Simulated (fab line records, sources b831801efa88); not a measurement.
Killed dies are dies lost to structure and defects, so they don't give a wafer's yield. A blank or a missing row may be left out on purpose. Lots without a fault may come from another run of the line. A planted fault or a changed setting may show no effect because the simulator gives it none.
Chamber matching | flow gf180mcu | GF_V4_CMP_26 on cmp-02: 4 sister chambers
The step polishes, stops on SiO2, t overpolish 15 s, target thk 0 nm. 8 wafers are shown with their chamber, then 12 later ones without.

WAFERS WITH THEIR CHAMBER
wafer  | chamber | motor_current_A (A) | time_to_endpoint_s (s)
L079.6 | 0       | 10.9                | 91
L088.5 | 2       | 9.9                 | 86
L091.3 | 3       | 10.9                | 84
L091.4 | 2       | 9.8                 | 79
L091.5 | 3       | 10.5                | 81
L093.1 | 0       | 10.9                | 87
L093.2 | 1       | 10.9                | 86
L093.5 | 1       | 10.6                | 84

WAFERS WITHOUT THEIR CHAMBER
wafer  | motor_current_A (A) | time_to_endpoint_s (s)
L094.2 | 9.9                 | 84
L094.4 | 10.5                | 87
L094.6 | 11.8                | 86
L095.2 | 9.7                 | 86
L095.3 | 11.4                | 86
L095.4 | 10.8                | 87
L096.2 | 10.6                | 88
L096.3 | 11.8                | 89
L096.6 | 9.8                 | 81
L097.4 | 10.3                | 89
L097.5 | 10.7                | 88
L097.6 | 10.6                | 91

WHICH CHAMBER EACH WENT THROUGH
wafer  | from the rows above               | in truth
L094.2 | 2                                 | 2
L094.4 | can't be placed: 1 or 3 or 0      | 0
L094.6 | can't be placed: 0 or 1 or 3      | 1
L095.2 | 2                                 | 2
L095.3 | can't be placed: 0 or 1 or 3      | 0
L095.4 | can't be placed: 1 or 0 or 3      | 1
L096.2 | can't be placed: 1 or 0 or 3      | 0
L096.3 | can't be placed: 0 or 1 or 3      | 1
L096.6 | 2                                 | 2
L097.4 | can't be placed: 1 or 3 or 2 or 0 | 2
L097.5 | can't be placed: 1 or 0 or 3      | 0
L097.6 | can't be placed: 0 or 1 or 3      | 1
Placed correctly: 3 of 12. Can't be placed from these rows: 9 (the true chamber is among the candidates in 9). Placed wrongly: 0.
How it was worked out, from the rows above alone: a wafer's distance from a chamber is the root of the sum, over the readings, of the square of ((its reading less the chamber's mean) divided by the reading's scatter). The wafer belongs to the nearest chamber; if the next one is less than 2 further off, it can't be placed. A chamber's mean is the mean of its shown wafers. The scatter: the root of (the sum of the squares of (reading less its chamber's mean) over the shown wafers, divided by (wafers less chambers)).
